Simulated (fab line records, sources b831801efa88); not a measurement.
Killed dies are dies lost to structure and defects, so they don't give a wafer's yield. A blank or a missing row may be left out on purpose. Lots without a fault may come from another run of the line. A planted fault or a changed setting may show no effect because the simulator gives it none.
Which tool did it? | flow gf180mcu | 12 lots, 36 wafers sampled, at 3 steps of a route of 602

WHAT THE GAUGES READ, wafer by wafer
GF_V4_OVL_MEAS_15.
lot  | measured     | on         | V4_OVL (nm)
L075 | day 24 19:12 | overlay-01 | 4 -1 8
L077 | day 25 13:46 | overlay-02 | 9 -1 2
L079 | day 26 02:05 | overlay-02 | -5 -4 -7
L081 | day 26 20:17 | overlay-02 | -9 1 -8
L083 | day 27 13:17 | overlay-01 | -3 13 3
L085 | day 28 01:52 | overlay-02 | 7 0 8
L087 | day 28 14:53 | overlay-01 | -9 -9 -8
L089 | day 29 10:47 | overlay-01 | 1 4 5
L091 | day 29 20:40 | overlay-01 | -1 3 -4
L093 | day 30 11:50 | overlay-02 | 9 7 8
L095 | day 30 21:23 | overlay-01 | 1 4 11
L097 | day 31 10:50 | overlay-01 | 1 -4 0

WHICH TOOL RAN EACH LOT (tool, then ch and the chambers of the sampled wafers, then the start)
lot  | GF_M4_SPUTTER_02             | GF_V4_CVD_02
L075 | pvd_sputter-01, day 22 20:55 | pecvd-03 ch 0,1,2, day 23 20:13
L077 | pvd_sputter-04, day 23 15:44 | pecvd-04 ch 0,2, day 24 15:17
L079 | pvd_sputter-01, day 24 06:05 | pecvd-03 ch 0,1, day 25 04:33
L081 | pvd_sputter-01, day 25 00:38 | pecvd-01 ch 0,1, day 25 22:32
L083 | pvd_sputter-04, day 25 17:18 | pecvd-03 ch 0,1,2, day 26 16:02
L085 | pvd_sputter-03, day 26 07:49 | pecvd-03 ch 0,2, day 27 05:23
L087 | pvd_sputter-03, day 26 21:11 | pecvd-01 ch 0,1,2, day 27 18:40
L089 | pvd_sputter-04, day 27 18:38 | pecvd-04 ch 0,2, day 28 14:58
L091 | pvd_sputter-01, day 28 06:07 | pecvd-04 ch 0,1, day 29 02:02
L093 | pvd_sputter-03, day 28 21:20 | pecvd-03 ch 0,1, day 29 17:13
L095 | pvd_sputter-03, day 29 06:11 | pecvd-03 ch 0,1, day 30 02:31
L097 | pvd_sputter-03, day 29 21:14 | pecvd-01 ch 1,2, day 30 16:25
- GF_M4_SPUTTER_02: material AlCu, target thk 450 nm, time 23.9 s.
- GF_V4_CVD_02: deposits SiO2 from TEOS, target thk 850 nm, time 94.851 s.

THE ANSWER, worked out from the rows above alone
Rule: what is usual is taken from the lots themselves. Put in order of their means at a reading, lots are off if they are a third of the lots or fewer, leave a main group of 4 or more, and stand apart from it by a gap of 3 or more times the standard deviation of the main group's means; of several such gaps the widest counts. A main group whose means are all the same, to the digits that the tables above print for the reading, isn't used. A lot without any number at a reading at which 4 lots or more have one is off too. The other lots that the step has rows for count as sound.
No lot is off at any reading shown: from this, nothing can be told.

WHAT THE SIMULATOR HAD PUT IN
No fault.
